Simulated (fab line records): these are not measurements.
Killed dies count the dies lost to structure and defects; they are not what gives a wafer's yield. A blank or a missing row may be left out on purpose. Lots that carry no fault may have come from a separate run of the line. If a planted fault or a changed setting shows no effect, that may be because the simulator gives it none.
Matching of chambers    flow sky130    4 sister chambers for SKY_VIA1_CMP_24 on cmp-02
The step polishes, stops on SiO2, t overpolish 15 s, target thk 0 nm. 8 wafers are shown with their chamber, then 12 later ones without.

## EACH WAFER AND ITS CHAMBER
wafer   chamber  motor-current-A (A)  time-to-endpoint-s (s)
L089.1  1        11.5                 74
L089.5  3        9.5                  72
L089.2  0        15.0                 69
L089.4  2        10.2                 69
L089.6  0        15.5                 65
L092.1  3        10.1                 70
L092.2  2        9.6                  68
L092.4  1        10.9                 69

## WAFERS WITHOUT THEIR CHAMBER
wafer   motor-current-A (A)  time-to-endpoint-s (s)
L093.2  10.5                 69
L093.3  11.1                 71
L093.4  14.8                 64
L094.2  9.8                  70
L094.3  15.5                 68
L094.5  9.6                  67
L097.2  10.3                 64
L097.3  9.4                  70
L097.6  10.0                 64
L097.1  11.2                 71
L097.4  14.6                 64
L097.5  10.1                 67

## WHICH CHAMBER EACH ONE RAN IN
wafer   from the rows above           in truth
L093.2  can't be placed: 2 or 3 or 1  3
L093.3  1                             1
L093.4  0                             0
L094.2  can't be placed: 3 or 2       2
L094.3  0                             0
L094.5  can't be placed: 2 or 3       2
L097.2  can't be placed: 2 or 3 or 1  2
L097.3  can't be placed: 3 or 2       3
L097.6  can't be placed: 2 or 3       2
L097.1  1                             1
L097.4  0                             0
L097.5  can't be placed: 2 or 3       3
Correct placement for 5 of the 12. Not placeable from these rows: 7 (in 7, the candidates include the true chamber). 0 placed wrongly.
How it was worked out, from the rows above alone: a wafer's distance from a chamber is the root of the sum, over the readings, of the square of ((its reading less the chamber's mean) divided by the reading's scatter). The wafer belongs to the nearest chamber; if the next one is less than 2 further off, it can't be placed. A chamber's mean is the mean of its shown wafers. How the scatter is found: for the shown wafers, subtract from each reading the mean of its chamber, square and add these, divide the total by (wafers less chambers), then take the root.
